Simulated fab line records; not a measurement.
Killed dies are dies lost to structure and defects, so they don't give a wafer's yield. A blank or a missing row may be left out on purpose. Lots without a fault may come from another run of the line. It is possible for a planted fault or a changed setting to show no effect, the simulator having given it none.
fab line records	flow sky130
record lots=11	wafers=33	lastDay=51
route steps=708 shown VIA2@521 VIA4@660 PASSIVATION@684 PAD_OPEN@708
lots untouched by any fault: they come from a run of this same line in which no faults occurred
startH: start of the lot's first displayed wafer, in hours after the record's first day	waitH: time in hours since the lot's previous step	" unchanged from the row above	L1.1+2: a row that stands for several wafers	- no value present, or no start provided	* or withheld: withheld	< > ~ a bound
route shown NAME@n: a module of which the file shows steps, and the number in the route of the first	usual: mean and standard deviation over wafers with no fault	same: alike in all rows	chamber/n: place in a boat	sites: readings site by site	_std_site: the standard deviation of these	_edge_site: mean of outer sites minus mean of inner sites	radiusMm: how far each site lies from the wafer's centre	mask NAME#n: copy n	behind: the most recent tool/chamber to have shaped the wafer	hold: cause of the lot's hold/its duration in hours/its outcome	device: which transistor (n, p or np) failed to switch	end of line: the same wafers' tests at the end of the route	where a step has no rows: the recipe by itself	killed: at the first sort, the dies lost to defects and structure; wafer yield is something else	map: dies across one wafer; x = killed, . = not, _ = none there
set.NAME: setting as actually run; set.NAME@STEP: the setting as run at that earlier step	model.NAME: the simulator's own value behind a step, which no gauge read
one table for each step of the route and one row for each wafer, over a sample of lots
services: the hour from which a tool's chamber was out of use, counted from the record's first day as startH (under 0 if before that day), plus the number of hours and why
## steps
# step SKY_VIA2_ETCH_14
# recipe chemistry=N2/H2	target=BARC	ionEnergyEv=200	sourceW=500	biasW=100	pressureMtorr=30	n2FlowSccm=100	h2FlowSccm=200	stopOn=SiO2	timeS=45.9	targetDepthA=600
# usual chamberPressureMTorr=30.00/0.03	drypumpMotorCurrentA=5.7/0.53	oesProductAu=0.856/0.0044	rfFwdPowerW=494.3/2.3	throttleValvePct=13.225/0.0093
lot.wafer	tool	chamber	startH	waitH	chamberPressureMTorr	drypumpMotorCurrentA	oesProductAu	rfFwdPowerW	rfHoursCounterH	throttleValvePct
L116.1	rieDiel-02	3	887.56	0.0	30.01	5.8	0.861	497.6	5	13.226
L116.2	"	0	"	"	29.95	5.3	0.850	494.3	2	13.235
L116.3	"	2	"	"	29.98	6.4	0.861	495.0	0	13.234
L117.1	rieDiel-02	1	895.46	0.0	30.06	4.9	0.858	493.1	9	13.216
L117.3	"	3	"	"	30.04	5.8	0.852	495.9	5	13.224
L117.4	"	2	"	"	29.93	6.3	0.858	494.1	0	13.212
L119.1	rieDiel-04	1	922.81	0.0	29.98	5.3	0.854	495.5	14	13.223
L119.2	"	0	"	"	30.02	5.7	0.859	493.0	1	13.224
L119.5	"	0	"	"	29.97	5.7	0.857	495.8	-	13.232
L122.1	rieDiel-04	0	932.36	0.0	29.98	5.7	0.852	489.7	2	13.210
L122.2	"	3	"	"	30.01	5.5	0.854	493.5	18	13.230
L122.6	"	2	"	"	29.97	5.9	0.858	494.7	-	13.223
L123.2	rieDiel-04	1	945.31	0.0	30.00	5.4	0.855	494.2	15	13.231
L123.3	"	2	"	"	30.04	6.0	0.856	492.9	4	13.246
L123.5	"	3	"	"	29.99	5.5	0.848	496.0	-	13.222
L125.2	rieDiel-04	2	955.61	0.0	30.01	5.9	0.858	492.8	5	13.231
L125.4	"	0	"	"	29.99	5.7	0.847	492.7	2	13.210
L125.6	"	1	"	"	29.96	5.4	0.855	494.5	-	13.238
L126.1	rieDiel-04	0	965.56	0.0	29.96	5.7	0.855	493.8	3	13.224
L126.2	"	1	"	"	30.00	5.3	0.857	495.7	16	13.217
L126.5	"	1	"	"	29.97	5.3	0.849	494.7	-	13.217
L127.2	rieDiel-03	0	975.91	0.0	30.02	4.7	0.862	492.0	10	13.224
L127.4	"	1	"	"	30.01	6.6	0.867	493.0	8	13.231
L127.5	"	0	"	"	30.06	4.8	0.859	492.7	-	13.207
L128.2	rieDiel-03	2	983.01	0.0	29.91	5.9	0.862	494.9	24	13.217
L128.3	"	0	"	"	30.03	4.8	0.853	492.9	11	13.209
L128.6	"	2	"	"	30.01	5.8	0.853	496.9	-	13.225
L137.1	rieDiel-04	2	1032.41	0.0	29.94	5.9	0.855	496.7	7	13.237
L137.2	"	1	"	"	29.99	5.3	0.862	496.6	18	13.213
L137.4	"	0	"	"	30.04	5.6	0.854	495.1	5	13.222
L138.2	rieDiel-03	2	1037.76	0.0	29.98	5.8	0.857	493.9	26	13.226
L138.3	"	0	"	"	29.97	4.8	0.856	492.2	12	13.208
L138.6	"	0	"	"	30.02	4.8	0.854	492.3	-	13.228
# step SKY_VIA4_CMP_21
# recipe stopOn=SiO2	tOverpolishS=25	downForcePsi=3.5	platenRpm=60	targetThkNm=0	padVelocityMS=0.94248
# usual headPressurePsi=3.500/0.0075	motorCurrentA=11.2/0.74	overpolishRunS=25.000/0.009	timeToEndpointS=125/5.4
lot.wafer	tool	chamber	startH	waitH	headPressurePsi	motorCurrentA	overpolishRunS	timeToEndpointS
L116.1	cmp-02	1	1044.80	0.1	3.496	11.3	24.994	124
L116.3	"	3	"	"	3.501	11.2	25.007	124
L116.2	"	0	"	"	3.504	11.5	24.991	127
L117.3	cmp-02	0	1054.69	0.1	3.492	10.7	24.984	124
L117.1	"	1	"	"	3.494	11.6	25.005	121
L117.4	"	2	"	"	3.497	10.3	25.001	128
L119.2	cmp-02	3	1077.53	0.1	3.506	12.4	25.000	123
L119.1	"	1	"	"	3.501	11.4	25.014	123
L119.5	"	0	"	"	3.501	11.4	25.011	120
L122.2	cmp-02	1	1087.51	0.3	3.506	11.5	24.992	123
L122.1	"	3	"	"	3.504	12.2	25.002	125
L122.6	"	2	"	"	3.508	9.7	24.988	127
L123.3	cmp-02	0	1098.28	0.0	3.482	11.0	25.024	121
L123.2	"	3	"	"	3.490	12.6	25.010	124
L123.5	"	0	"	"	3.502	11.3	24.997	121
L125.4	cmp-01	3	1108.28	0.1	3.500	11.6	24.993	126
L125.2	"	0	"	"	3.501	11.2	25.005	125
L125.6	"	2	"	"	3.503	11.4	24.996	113
L126.1	cmp-02	0	1112.91	0.1	3.507	10.5	25.005	122
L126.2	"	1	"	"	3.507	11.4	25.001	128
L126.5	"	2	"	"	3.515	9.4	25.015	130
L127.4	cmp-02	0	1122.90	0.0	3.496	11.1	25.004	119
L127.2	"	1	"	"	3.506	11.7	24.995	128
L127.5	"	0	"	"	3.498	11.5	25.005	128
L128.3	cmp-01	0	1130.33	0.1	3.500	11.2	25.013	118
L128.2	"	2	"	"	3.500	11.4	24.992	111
L128.6	"	0	"	"	3.494	11.8	24.997	119
L137.1	cmp-01	0	1171.66	0.1	3.516	11.4	24.999	125
L137.4	"	1	"	"	3.504	10.7	24.998	134
L137.2	"	2	"	"	3.497	11.9	24.997	116
L138.3	cmp-01	1	1174.42	0.0	3.496	10.9	25.003	121
L138.2	"	0	"	"	3.498	10.9	24.994	123
L138.6	"	2	"	"	3.496	11.3	24.999	115
# step SKY_PASSIVATION_THK_MEAS_03
# recipe reads=Si3N4_of_PASSIVATION_CVD_02
# usual PASSIVATION_CVD_02_THK=542/6.5
lot.wafer	tool	chamber	startH	waitH	PASSIVATION_CVD_02_THK[nm]
L116.1	filmMetro-03	-	1069.36	-	547
L116.2	"	-	"	"	546
L116.3	"	-	"	"	539
L117.1	filmMetro-03	-	1077.84	-	533
L117.3	"	-	"	"	537
L117.4	"	-	"	"	539
L119.1	filmMetro-04	-	1101.47	-	527
L119.2	"	-	"	"	543
L119.5	"	-	"	"	553
L122.1	filmMetro-03	-	1110.57	-	535
L122.2	"	-	"	"	535
L122.6	"	-	"	"	549
L123.2	filmMetro-01	-	1120.83	-	539
L123.3	"	-	"	"	540
L123.5	"	-	"	"	548
L125.2	filmMetro-03	-	1130.64	-	534
L125.4	"	-	"	"	557
L125.6	"	-	"	"	543
L126.1	filmMetro-03	-	1135.02	-	543
L126.2	"	-	"	"	543
L126.5	"	-	"	"	546
L127.2	filmMetro-01	-	1145.39	-	544
L127.4	"	-	"	"	550
L127.5	"	-	"	"	549
L128.2	filmMetro-03	-	1152.34	-	538
L128.3	"	-	"	"	537
L128.6	"	-	"	"	546
L137.1	filmMetro-01	-	1191.78	-	532
L137.2	"	-	"	"	538
L137.4	"	-	"	"	536
L138.2	filmMetro-04	-	1194.11	-	540
L138.3	"	-	"	"	548
L138.6	"	-	"	"	547
# step SKY_PASSIVATION_STRIP_12
# recipe chemistry=O2/N2	powerW=1400	pressureMtorr=1500	platenTempC=withheld	overashFraction=0.7	o2FlowSccm=3000	n2FlowSccm=300
# usual chamberPressureMTorr=1500.1/1.4	drypumpMotorCurrentA=5.7/0.48	o2FlowSccm=3000/10	oesProductAu=0.661/0.0049	stripTimeToEndpointS=31.53/0.11
lot.wafer	tool	chamber	startH	waitH	chamberPressureMTorr	drypumpMotorCurrentA	o2FlowSccm	oesProductAu	rfHoursCounterH	stripTimeToEndpointS
L116.1	plasmaAsher-01	1	1091.76	0.1	1500.9	6.6	2989	0.660	34	31.78
L116.2	"	0	"	"	1498.7	5.8	3006	0.662	34	31.75
L116.3	"	1	"	"	1500.4	6.6	2996	0.657	-	31.81
L117.1	plasmaAsher-04	1	1099.01	0.1	1499.8	5.4	2987	0.661	65	31.60
L117.3	"	0	"	"	1499.6	5.8	3010	0.663	-	31.64
L117.4	"	1	"	"	1500.8	5.4	2996	0.662	-	31.58
L119.1	plasmaAsher-03	0	1122.26	0.1	1501.6	5.7	3005	0.672	6	31.37
L119.2	"	1	"	"	1500.6	5.1	3009	0.668	6	31.37
L119.5	"	1	"	"	1498.2	5.1	2997	0.661	-	31.54
L122.1	plasmaAsher-01	0	1131.61	0.1	1498.9	5.7	3004	0.659	37	31.49
L122.2	"	1	"	"	1497.7	6.6	2996	0.669	37	31.54
L122.6	"	0	"	"	1500.8	5.8	2996	0.659	-	31.26
L123.2	plasmaAsher-04	1	1141.76	0.1	1500.4	5.4	2997	0.656	69	31.49
L123.3	"	1	"	"	1502.6	5.4	3005	0.664	-	31.50
L123.5	"	0	"	"	1497.2	5.8	3008	0.663	-	31.47
L125.2	plasmaAsher-01	0	1151.46	0.1	1500.8	5.8	3005	0.663	39	31.46
L125.4	"	1	"	"	1500.1	6.6	3007	0.662	-	31.51
L125.6	"	1	"	"	1502.8	6.6	2994	0.663	-	31.49
L126.1	plasmaAsher-01	0	1155.46	0.1	1500.0	5.8	2994	0.660	40	31.70
L126.2	"	1	"	"	1500.4	6.7	3005	0.659	40	31.45
L126.5	"	0	"	"	1499.9	5.8	3010	0.652	-	31.53
L127.2	plasmaAsher-03	0	1164.51	0.1	1499.1	5.8	3014	0.668	10	31.50
L127.4	"	1	"	"	1499.2	5.1	2996	0.661	-	31.63
L127.5	"	1	"	"	1497.5	5.1	2996	0.660	-	31.39
L128.2	plasmaAsher-03	0	1171.76	0.1	1502.6	5.8	3001	0.653	11	31.40
L128.3	"	0	"	"	1501.4	5.8	3000	0.662	-	31.58
L128.6	"	1	"	"	1499.3	5.1	2992	0.662	-	31.56
L137.1	plasmaAsher-03	0	1205.81	0.1	1499.4	5.7	2999	0.665	14	31.65
L137.2	"	1	"	"	1499.8	5.1	2993	0.658	14	31.69
L137.4	"	0	"	"	1499.0	5.7	2994	0.662	-	31.60
L138.2	plasmaAsher-03	0	1207.31	0.1	1499.4	5.8	2995	0.664	14	31.17
L138.3	"	0	"	"	1502.6	5.7	2995	0.666	-	31.42
L138.6	"	0	"	"	1499.4	5.7	3001	0.667	-	31.37
# step SKY_PAD_OPEN_PROBE_99
# usual defectLimitedYield=82.5/1.9	killed_at_M0_to_M3=43/6.4	killed_at_M4_up=3.3/1.9	killedAtContacts=24/5.7	killedAtFrontEnd=15/4.7	killedAtOther=0.3/0.48	killedDies=86/9.2	killedOpen=47/7	killedShort=39/6.5	sort_bin_3_pad_short=0.8/0.38	sort_bin_5_function=10.3/1.4	sort_bin_6_memory=6.3/1.1	sortNPass=406/9.2	sortYieldPct=82.5/1.9
# same grossDies=492	killedAtBackSide=0	sort_bin_4_leakage[%]=0	sort_bin_8_speed[%]=0
lot.wafer	tool	chamber	startH	waitH	defectLimitedYield[%]	killed_at_M0_to_M3	killed_at_M4_up	killedAtContacts	killedAtFrontEnd	killedAtOther	killedDies	killedOpen	killedShort	sort_bin_3_pad_short[%]	sort_bin_5_function[%]	sort_bin_6_memory[%]	sortNPass	sortYieldPct[%]
L116.1	prober-02	-	1115.37	0.1	82.7	42	2	21	20	0	85	46	38	1.2	10.0	6.1	407	82.7
L116.2	prober-02	-	1115.42	0.1	82.5	34	2	28	21	1	86	52	33	0.6	10.6	6.3	406	82.5
L116.3	prober-02	-	1115.47	0.2	78.7	51	4	27	23	0	105	62	39	0.8	13.0	7.5	387	78.7
L117.1	prober-01	-	1122.92	0.1	79.7	49	5	32	14	0	100	62	38	1.0	12.2	7.1	392	79.7
L117.3	prober-01	-	1123.02	0.2	82.5	43	0	22	20	1	86	50	35	0.6	10.6	6.3	406	82.5
L117.4	prober-01	-	1123.07	0.2	79.3	44	2	38	18	0	102	53	49	1.0	11.8	7.9	390	79.3
L119.1	prober-01	-	1145.32	0.1	80.7	56	2	18	19	0	95	55	40	0.8	11.0	7.5	397	80.7
L119.2	prober-01	-	1145.37	0.1	79.5	43	5	29	24	0	101	51	50	0.6	13.0	6.9	391	79.5
L119.5	prober-01	-	1145.52	0.2	80.3	49	4	21	22	1	97	53	43	0.8	13.8	5.1	395	80.3
L122.1	prober-02	-	1154.68	0.1	80.5	40	2	35	19	0	96	50	45	0.4	12.4	6.7	396	80.5
L122.2	prober-02	-	1154.73	0.1	83.5	33	4	31	13	0	81	40	40	0.6	8.5	7.3	411	83.5
L122.6	prober-02	-	1154.93	0.2	83.3	40	5	29	8	0	82	46	35	0.4	11.4	4.9	410	83.3
L123.2	prober-01	-	1163.85	0.1	83.7	35	2	22	20	1	80	41	38	0.8	8.9	6.5	412	83.7
L123.3	prober-01	-	1163.90	0.2	80.5	48	1	31	16	0	96	59	37	0.4	11.0	8.1	396	80.5
L123.5	prober-01	-	1164.00	0.2	83.9	42	3	22	11	1	79	52	27	0.6	10.2	5.3	413	83.9
L125.2	prober-01	-	1173.92	0.1	81.3	46	2	25	19	0	92	49	43	1.6	11.8	5.3	400	81.3
L125.4	prober-01	-	1174.02	0.2	84.8	38	2	20	15	0	75	44	31	0.8	8.7	5.7	417	84.8
L125.6	prober-01	-	1174.12	0.2	81.3	45	7	22	18	0	92	63	29	0.2	11.8	6.7	400	81.3
L126.1	prober-02	-	1177.82	0.1	79.1	55	2	28	18	0	103	52	51	0.6	13.8	6.5	389	79.1
L126.2	prober-02	-	1177.87	0.1	82.9	44	1	21	18	0	84	53	31	0.8	11.2	5.1	408	82.9
L126.5	prober-02	-	1178.02	0.2	82.1	45	5	15	23	0	88	49	39	0.6	10.0	7.3	404	82.1
L127.2	prober-01	-	1185.98	0.1	84.6	34	8	23	11	0	76	47	29	0.2	9.1	6.1	416	84.6
L127.4	prober-01	-	1186.08	0.2	86.4	35	1	16	15	0	67	34	31	1.0	8.5	4.1	425	86.4
L127.5	prober-01	-	1186.13	0.2	83.9	44	7	16	12	0	79	39	37	1.4	9.3	5.3	413	83.9
L128.2	prober-02	-	1193.13	0.1	85.2	38	2	23	9	1	73	38	35	0.8	9.6	4.5	419	85.2
L128.3	prober-02	-	1193.18	0.2	82.3	35	2	34	16	0	87	50	37	1.0	8.9	7.7	405	82.3
L128.6	prober-02	-	1193.33	0.2	78.3	56	4	36	11	0	107	52	55	1.4	12.6	7.7	385	78.3
L137.1	prober-01	-	1223.05	0.1	73.8	88	5	17	19	0	129	33	37	4.3	15.4	6.5	363	73.8
L137.2	prober-01	-	1223.10	0.1	81.7	45	6	22	17	0	90	42	48	1.0	11.4	5.9	402	81.7
L137.4	prober-01	-	1223.20	0.2	83.5	38	6	24	13	0	81	41	40	1.0	9.8	5.7	411	83.5
L138.2	prober-02	-	1224.88	0.1	84.6	42	5	19	8	2	76	36	39	0.4	9.6	5.5	416	84.6
L138.3	prober-02	-	1224.93	0.2	82.9	41	3	25	15	0	84	49	35	0.6	11.0	5.5	408	82.9
L138.6	prober-02	-	1225.08	0.2	82.7	37	3	30	15	0	85	43	41	1.0	11.0	5.3	407	82.7
# killed by level:class
L116.1 VIA1:geometricParticle:open=8 CONTACT:geometricParticle:open=8 VIA2:geometricParticle:open=8 METAL2:geometricParticle:short=7 POLY_GATE:geometricParticle:short=6 METAL1:geometricParticle:short=6 VIA3:geometricParticle:open=6 LOCAL_INTERCONNECT:geometricParticle:short=5
L116.2 CONTACT:geometricParticle:open=14 VIA2:geometricParticle:open=8 FIELD_ISO:geometricParticle:open=7 VIA1:geometricParticle:open=7 LI_CONTACT:geometricParticle:open=6 CONTACT:geometricParticle:short=6 POLY_GATE:geometricParticle:short=5 VIA2:geometricParticle:short=5
L116.3 LI_CONTACT:geometricParticle:open=14 VIA1:geometricParticle:open=11 METAL1:geometricParticle:short=10 VIA2:geometricParticle:open=8 VIA3:geometricParticle:open=8 FIELD_ISO:geometricParticle:open=7 POLY_GATE:geometricParticle:short=4 POLY_GATE:geometricParticle:open=4
L117.1 LI_CONTACT:geometricParticle:open=13 VIA1:geometricParticle:open=11 CONTACT:geometricParticle:open=10 VIA2:geometricParticle:open=7 POLY_GATE:geometricParticle:open=6 VIA3:geometricParticle:open=6 VIA3:geometricParticle:short=5 METAL2:geometricParticle:short=5
L117.3 VIA1:geometricParticle:open=15 CONTACT:geometricParticle:open=10 LI_CONTACT:geometricParticle:open=7 VIA2:geometricParticle:open=6 METAL1:geometricParticle:short=5 FIELD_ISO:geometricParticle:short=4 VIA3:geometricParticle:open=4 POLY_GATE:geometricParticle:short=4
L117.4 LI_CONTACT:geometricParticle:open=16 VIA1:geometricParticle:open=8 LI_CONTACT:geometricParticle:short=7 FIELD_ISO:geometricParticle:short=6 METAL1:geometricParticle:short=6 FIELD_ISO:geometricParticle:open=5 METAL2:geometricParticle:short=5 LOCAL_INTERCONNECT:geometricParticle:short=5
L119.1 VIA1:geometricParticle:open=14 METAL2:geometricParticle:short=10 VIA2:geometricParticle:open=9 FIELD_ISO:geometricParticle:open=7 CONTACT:geometricParticle:open=7 VIA3:geometricParticle:open=7 FIELD_ISO:geometricParticle:short=5 VIA1:geometricParticle:short=5
L119.2 VIA1:geometricParticle:open=18 CONTACT:geometricParticle:open=10 FIELD_ISO:geometricParticle:short=9 METAL1:geometricParticle:short=8 LOCAL_INTERCONNECT:geometricParticle:short=7 METAL2:geometricParticle:short=5 FIELD_ISO:geometricParticle:open=4 SPACER:geometricParticle:open=4
L119.5 VIA1:geometricParticle:open=14 CONTACT:geometricParticle:open=8 METAL2:geometricParticle:short=8 FIELD_ISO:geometricParticle:open=6 VIA3:geometricParticle:open=6 LOCAL_INTERCONNECT:geometricParticle:short=5 VIA2:geometricParticle:open=5 FIELD_ISO:geometricParticle:short=4
L122.1 CONTACT:geometricParticle:open=12 VIA1:geometricParticle:open=10 LI_CONTACT:geometricParticle:open=9 LOCAL_INTERCONNECT:geometricParticle:short=6 METAL1:geometricParticle:short=5 METAL2:geometricParticle:short=5 VIA3:geometricParticle:open=5 FIELD_ISO:geometricParticle:short=4
L122.2 CONTACT:geometricParticle:open=15 METAL1:geometricParticle:short=7 VIA1:geometricParticle:open=6 FIELD_ISO:geometricParticle:short=5 LI_CONTACT:geometricParticle:open=5 VIA1:geometricParticle:short=5 CONTACT:geometricParticle:short=4 VIA3:geometricParticle:open=4
L122.6 CONTACT:geometricParticle:open=13 VIA1:geometricParticle:open=11 LI_CONTACT:geometricParticle:open=8 VIA3:geometricParticle:open=6 METAL2:geometricParticle:short=6 METAL1:geometricParticle:short=5 CONTACT:geometricParticle:short=5 VIA1:geometricParticle:short=4
L123.2 VIA2:geometricParticle:open=9 FIELD_ISO:geometricParticle:short=8 VIA1:geometricParticle:open=8 CONTACT:geometricParticle:open=7 CONTACT:geometricParticle:short=5 LI_CONTACT:geometricParticle:open=4 LOCAL_INTERCONNECT:geometricParticle:short=4 METAL1:geometricParticle:short=4
L123.3 CONTACT:geometricParticle:open=15 VIA1:geometricParticle:open=14 VIA3:geometricParticle:open=12 VIA1:geometricParticle:short=8 LI_CONTACT:geometricParticle:open=7 FIELD_ISO:geometricParticle:short=6 CONTACT:geometricParticle:short=5 FIELD_ISO:geometricParticle:open=4
L123.5 VIA1:geometricParticle:open=13 CONTACT:geometricParticle:open=12 VIA2:geometricParticle:open=7 VIA3:geometricParticle:open=6 METAL2:geometricParticle:short=4 VIA1:geometricParticle:short=4 FIELD_ISO:geometricParticle:short=3 FIELD_ISO:geometricParticle:open=3
L125.2 LI_CONTACT:geometricParticle:open=9 METAL3:geometricParticle:short=8 VIA2:geometricParticle:open=7 CONTACT:geometricParticle:open=6 METAL2:geometricParticle:short=6 VIA3:geometricParticle:open=6 VIA3:geometricParticle:short=6 CONTACT:geometricParticle:short=5
L125.4 VIA3:geometricParticle:open=9 CONTACT:geometricParticle:open=8 LI_CONTACT:geometricParticle:open=8 VIA2:geometricParticle:open=7 METAL1:geometricParticle:short=6 VIA1:geometricParticle:open=6 POLY_GATE:geometricParticle:short=5 POLY_GATE:geometricParticle:open=4
L125.6 VIA2:geometricParticle:open=11 VIA1:geometricParticle:open=9 CONTACT:geometricParticle:open=8 VIA3:geometricParticle:open=8 LI_CONTACT:geometricParticle:open=7 FIELD_ISO:geometricParticle:short=6 POLY_GATE:geometricParticle:open=6 METAL1:geometricParticle:short=6
L126.1 CONTACT:geometricParticle:open=11 VIA2:geometricParticle:open=10 METAL2:geometricParticle:short=8 VIA1:geometricParticle:open=8 FIELD_ISO:geometricParticle:short=7 METAL1:geometricParticle:short=7 VIA3:geometricParticle:open=7 LI_CONTACT:geometricParticle:open=6
L126.2 VIA1:geometricParticle:open=12 CONTACT:geometricParticle:open=9 VIA2:geometricParticle:open=9 LI_CONTACT:geometricParticle:open=7 METAL2:geometricParticle:short=6 FIELD_ISO:geometricParticle:short=5 POLY_GATE:geometricParticle:short=5 VIA3:geometricParticle:open=5
L126.5 VIA1:geometricParticle:open=11 FIELD_ISO:geometricParticle:open=8 CONTACT:geometricParticle:open=6 METAL3:geometricParticle:short=6 VIA2:geometricParticle:short=5 VIA2:geometricParticle:open=5 VIA3:geometricParticle:open=5 METAL1:geometricParticle:short=4
L127.2 VIA1:geometricParticle:open=11 CONTACT:geometricParticle:open=10 VIA3:geometricParticle:open=6 POLY_GATE:geometricParticle:open=5 CONTACT:geometricParticle:short=5 LOCAL_INTERCONNECT:geometricParticle:short=5 METAL2:geometricParticle:short=4 VIA2:geometricParticle:open=4
L127.4 POLY_GATE:geometricParticle:open=5 METAL1:geometricParticle:short=5 VIA1:geometricParticle:open=5 VIA3:geometricParticle:open=5 FIELD_ISO:geometricParticle:short=4 LI_CONTACT:geometricParticle:open=4 LOCAL_INTERCONNECT:geometricParticle:short=4 METAL2:geometricParticle:short=4
L127.5 VIA1:geometricParticle:open=8 METAL2:geometricParticle:short=6 VIA1:geometricParticle:short=5 VIA3:geometricParticle:short=5 VIA3:geometricParticle:open=5 CONTACT:geometricParticle:short=4 LI_CONTACT:geometricParticle:open=4 METAL1:geometricParticle:short=4
L128.2 METAL2:geometricParticle:short=11 CONTACT:geometricParticle:open=11 VIA1:geometricParticle:open=7 VIA3:geometricParticle:open=5 METAL2:geometricParticle:open=5 LI_CONTACT:geometricParticle:open=4 CONTACT:geometricParticle:short=4 POLY_GATE:geometricParticle:short=3
L128.3 VIA1:geometricParticle:open=11 LI_CONTACT:geometricParticle:open=10 LOCAL_INTERCONNECT:geometricParticle:short=7 CONTACT:geometricParticle:open=7 CONTACT:geometricParticle:short=6 VIA3:geometricParticle:open=6 SPACER:geometricParticle:open=5 VIA2:geometricParticle:open=5
L128.6 CONTACT:geometricParticle:open=12 VIA1:geometricParticle:open=10 VIA2:geometricParticle:open=10 CONTACT:geometricParticle:short=8 METAL1:geometricParticle:short=8 METAL2:geometricParticle:short=7 LI_CONTACT:geometricParticle:open=6 LOCAL_INTERCONNECT:geometricParticle:short=6
L137.1 VIA2:unspecified=59 LOCAL_INTERCONNECT:geometricParticle:short=7 VIA2:geometricParticle:open=7 FIELD_ISO:geometricParticle:short=5 CONTACT:geometricParticle:open=5 FIELD_ISO:geometricParticle:open=4 POLY_GATE:geometricParticle:short=4 METAL1:geometricParticle:short=4
L137.2 VIA2:geometricParticle:open=8 LI_CONTACT:geometricParticle:open=7 CONTACT:geometricParticle:open=7 VIA1:geometricParticle:open=7 VIA1:geometricParticle:short=7 METAL4:geometricParticle:short=6 FIELD_ISO:geometricParticle:short=5 VIA3:geometricParticle:short=5
L137.4 VIA1:geometricParticle:open=10 CONTACT:geometricParticle:open=8 LOCAL_INTERCONNECT:geometricParticle:short=6 VIA1:geometricParticle:short=6 POLY_GATE:geometricParticle:short=5 VIA3:geometricParticle:open=5 FIELD_ISO:geometricParticle:open=4 METAL2:geometricParticle:short=4
L138.2 VIA1:geometricParticle:open=9 LI_CONTACT:geometricParticle:open=7 LOCAL_INTERCONNECT:geometricParticle:short=7 VIA1:geometricParticle:short=7 METAL2:geometricParticle:short=5 VIA3:geometricParticle:short=5 VIA3:geometricParticle:open=5 METAL1:geometricParticle:short=4
L138.3 VIA1:geometricParticle:open=12 CONTACT:geometricParticle:open=9 LI_CONTACT:geometricParticle:open=7 VIA3:geometricParticle:open=6 VIA2:geometricParticle:open=5 FIELD_ISO:geometricParticle:short=4 POLY_GATE:geometricParticle:open=4 VIA1:geometricParticle:short=4
L138.6 CONTACT:geometricParticle:open=14 VIA1:geometricParticle:open=11 LOCAL_INTERCONNECT:geometricParticle:short=7 POLY_GATE:geometricParticle:short=5 METAL2:geometricParticle:short=5 VIA3:geometricParticle:short=5 VIA3:geometricParticle:open=4 METAL2:geometricParticle:open=4
## services
tool	chamber	startH	hours	kind
rieDiel-04	1	896.29	5.3	repair
cmp-02	-	912.29	4.0	pm
rieDiel-04	0	914.43	4.6	repair
rieDiel-04	-	925.69	0.4	repair
plasmaAsher-01	-	948.24	6.2	repair
plasmaAsher-01	-	954.40	28.1	pm
rieDiel-04	3	964.39	1.2	repair
cmp-01	-	974.44	2.2	repair
cmp-01	-	1001.19	1.8	repair
plasmaAsher-01	-	1012.46	2.9	repair
rieDiel-04	-	1030.92	0.2	repair
plasmaAsher-03	-	1055.25	9.0	pm
cmp-02	-	1057.03	1.1	repair
cmp-01	-	1084.03	4.0	pm
cmp-02	-	1092.90	5.1	pm
plasmaAsher-01	-	1093.24	3.8	repair
rieDiel-04	-	1101.46	14.6	pm
cmp-02	-	1126.44	1.2	repair
cmp-02	-	1164.20	3.9	repair
cmp-02	-	1181.96	2.4	repair
rieDiel-04	3	1186.68	5.5	repair
cmp-02	-	1187.69	4.0	pm
cmp-02	-	1194.06	0.5	repair
plasmaAsher-03	-	1203.48	2.2	repair
## key
firstSign step=SKY_PAD_OPEN_PROBE_99	reading=sort_bin_3_pad_short	direction=up	sigmas=9	usual=0.8	struck=4.3
effect step=SKY_PAD_OPEN_PROBE_99	reading=killed_at_M0_to_M3	direction=up	sigmas=7.1	usual=43	struck=88
metAt SKY_VIA2_ETCH_14
struckLots L137
struckWafers L137.1
notActingAt SKY_VIA4_CMP_21,SKY_PASSIVATION_THK_MEAS_03,SKY_PASSIVATION_STRIP_12
onsetBetween 955.61 1032.41
fault kind=chamberParticleSource	tool=rieDiel-04	chamber=2	onsetH=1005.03	steps=SKY_VIA2_ETCH_14	ratePerVisitCm2=1.0799	endH=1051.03
